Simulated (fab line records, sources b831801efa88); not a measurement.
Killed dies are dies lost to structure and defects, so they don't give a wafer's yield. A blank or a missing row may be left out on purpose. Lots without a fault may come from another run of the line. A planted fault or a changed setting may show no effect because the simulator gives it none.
Problem report in the 8D (eight disciplines) form, filled by code | flow sky130 | the parts of the form that need people (team, actions taken, sign-off) are left out

1. THE PROBLEM
developer_temp_C at SKY_PASSIVATION_DEVELOP_10 reads a mean of 22.14 C on 6 wafers of 2 lots; wafers without a fault read 23.00 C with a standard deviation of 0.11. That is -7.8 standard deviations from the usual mean.
The step: develop time 60 s.
First seen on wafer L542.3, day 46 15:00, on litho_track-02. The record holds 39 wafers of 13 lots with a number at this step. Rule for "out", or "out of limits": more than 4 standard deviations from the usual mean. The other wafers with a number count as sound.

2. WHAT IT IS AND WHAT IT IS NOT
question                    | is                     | is not
which readings at this step | developer_temp_C       | -
which lots                  | L542, L548             | L536, L537, L538, L539, L540, L541, L543, L547, L555, L556, L558
which wafers of those lots  | all that have a number | -
read on which tools         | litho_track-02         | litho_track-03, litho_track-04
when                        | from day 46 15:00      | up to then (18 sound wafers); but 15 sound wafers of L543, L547, L555, L556, L558 came after

3. SUSPECTS, AND WHAT RULES EACH OUT
Counting: a tool at a process step up to the reading stays a suspect if it ran every lot that is out and no sound lot after the first of them.
- pvd_sputter-03 at SKY_METAL3_SPUTTER_00 (material Ti, target thk 15 nm, time 10 s): ruled out as a lasting fault. Sound lots L547 ran on it after its first lot that is out, L542 (day 38 12:02).
- pvd_sputter-03 at SKY_METAL3_SPUTTER_03 (material Ti, target thk 5 nm, time 3.3 s): ruled out as a lasting fault. Sound lots L547 ran on it after its first lot that is out, L542 (day 38 12:07).
- litho_track-02 at SKY_PASSIVATION_DEVELOP_10 (develop time 60 s): kept. It ran every lot that is out, first L542 (day 46 15:00), and no sound lot after that; its last sound lot up to then is L541 (day 46 09:00). Its own readings are out on those wafers: developer_temp_C.
Left after counting: litho_track-02 at SKY_PASSIVATION_DEVELOP_10.

4. THE CAUSE (what the simulator had put in)
Process parameter drift: litho_track-02, from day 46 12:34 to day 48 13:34, at SKY_PASSIVATION_DEVELOP_10. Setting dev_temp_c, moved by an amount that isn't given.
Counting left only this tool.

5. THE CHAIN OF EFFECTS, in route order
Each row: a reading whose mean over the struck wafers that have a number lies more than 3 standard deviations from the usual. Only readings for which the record gives a usual standard deviation are gone through. hours: the time from each lot's start at the first step in this table that gives one to its start at this step, as a median over the lots. sigmas: the change in usual standard deviations.
hours | step                       | reading          | usual   | on struck wafers | change | sigmas
0     | SKY_PASSIVATION_DEVELOP_10 | developer_temp_C | 23.00 C | 22.14            | -0.86  | -7.8
The process steps in it:
- SKY_PASSIVATION_DEVELOP_10: develop time 60 s.

6. WHAT WOULD HAVE CAUGHT IT SOONER
In this record the first reading out of limits was taken at day 46 15:00, 2 hours after the fault began at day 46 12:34.
